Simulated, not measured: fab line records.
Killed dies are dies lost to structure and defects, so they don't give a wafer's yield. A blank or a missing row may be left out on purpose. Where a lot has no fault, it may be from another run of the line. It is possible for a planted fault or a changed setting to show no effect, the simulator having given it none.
Chamber matching + flow gf180mcu + GF_V4_ETCH_16 on rie diel-04: 4 sister chambers
The step etches BARC in N2/H2. 14 wafers are shown with their chamber, then 7 later ones without.

## EACH WAFER AND ITS CHAMBER
| wafer  | chamber | throttle valve pct (%) | oes product au (a.u.) |
|--------|---------|------------------------|-----------------------|
| L596.4 | 0       | 13.241                 | 0.851                 |
| L596.5 | 1       | 13.234                 | 0.854                 |
| L596.6 | 2       | 13.226                 | 0.847                 |
| L598.1 | 3       | 13.221                 | 0.853                 |
| L598.3 | 1       | 13.223                 | 0.854                 |
| L598.4 | 3       | 13.217                 | 0.843                 |
| L600.1 | 1       | 13.236                 | 0.860                 |
| L600.2 | 2       | 13.223                 | 0.849                 |
| L600.5 | 2       | 13.217                 | 0.861                 |
| L601.1 | 2       | 13.205                 | 0.848                 |
| L601.2 | 1       | 13.231                 | 0.856                 |
| L601.6 | 2       | 13.225                 | 0.853                 |
| L603.1 | 3       | 13.225                 | 0.848                 |
| L603.4 | 2       | 13.215                 | 0.847                 |

SIGNATURES, as means of the wafers listed above
| reading            | chamber 0 | chamber 1 | chamber 2 | chamber 3 | scatter within a chamber |
|--------------------|-----------|-----------|-----------|-----------|--------------------------|
| throttle valve pct | 13.24100  | 13.23100  | 13.21850  | 13.22100  | 0.00667                  |
| oes product au     | 0.85100   | 0.85600   | 0.85083   | 0.84800   | 0.00472                  |
Rule: a wafer's distance from a chamber is the root of the sum, over the readings, of the square of ((its reading less the chamber's mean) divided by the reading's scatter). If the next closest chamber is less than 2 further off than the closest, the wafer can't be placed; otherwise it belongs to the closest. The scatter is the square root of a quotient: the sum, over the shown wafers, of each reading's squared deviation from its chamber's mean, divided by wafers minus chambers.

## WAFERS MISSING THEIR CHAMBER
| wafer  | throttle valve pct (%) | oes product au (a.u.) |
|--------|------------------------|-----------------------|
| L603.5 | 13.223                 | 0.853                 |
| L605.1 | 13.228                 | 0.854                 |
| L605.3 | 13.233                 | 0.860                 |
| L605.4 | 13.230                 | 0.849                 |
| L615.2 | 13.225                 | 0.861                 |
| L615.3 | 13.225                 | 0.859                 |
| L615.4 | 13.229                 | 0.850                 |

## WHICH CHAMBER EACH ONE RAN IN
| wafer  | from the rows above               | in truth |
|--------|-----------------------------------|----------|
| L603.5 | can't be placed: 2 or 3 or 1 or 0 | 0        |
| L605.1 | can't be placed: 1 or 2 or 3 or 0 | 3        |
| L605.3 | can't be placed: 1 or 0           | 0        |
| L605.4 | can't be placed: 3 or 1 or 0 or 2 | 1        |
| L615.2 | can't be placed: 1 or 2 or 3 or 0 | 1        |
| L615.3 | can't be placed: 1 or 2 or 3 or 0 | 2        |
| L615.4 | can't be placed: 3 or 1 or 2 or 0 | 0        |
Correct placement for 0 of the 7. Can't be placed from these rows: 7 (the true chamber is among the candidates in 7). 0 placed wrongly.
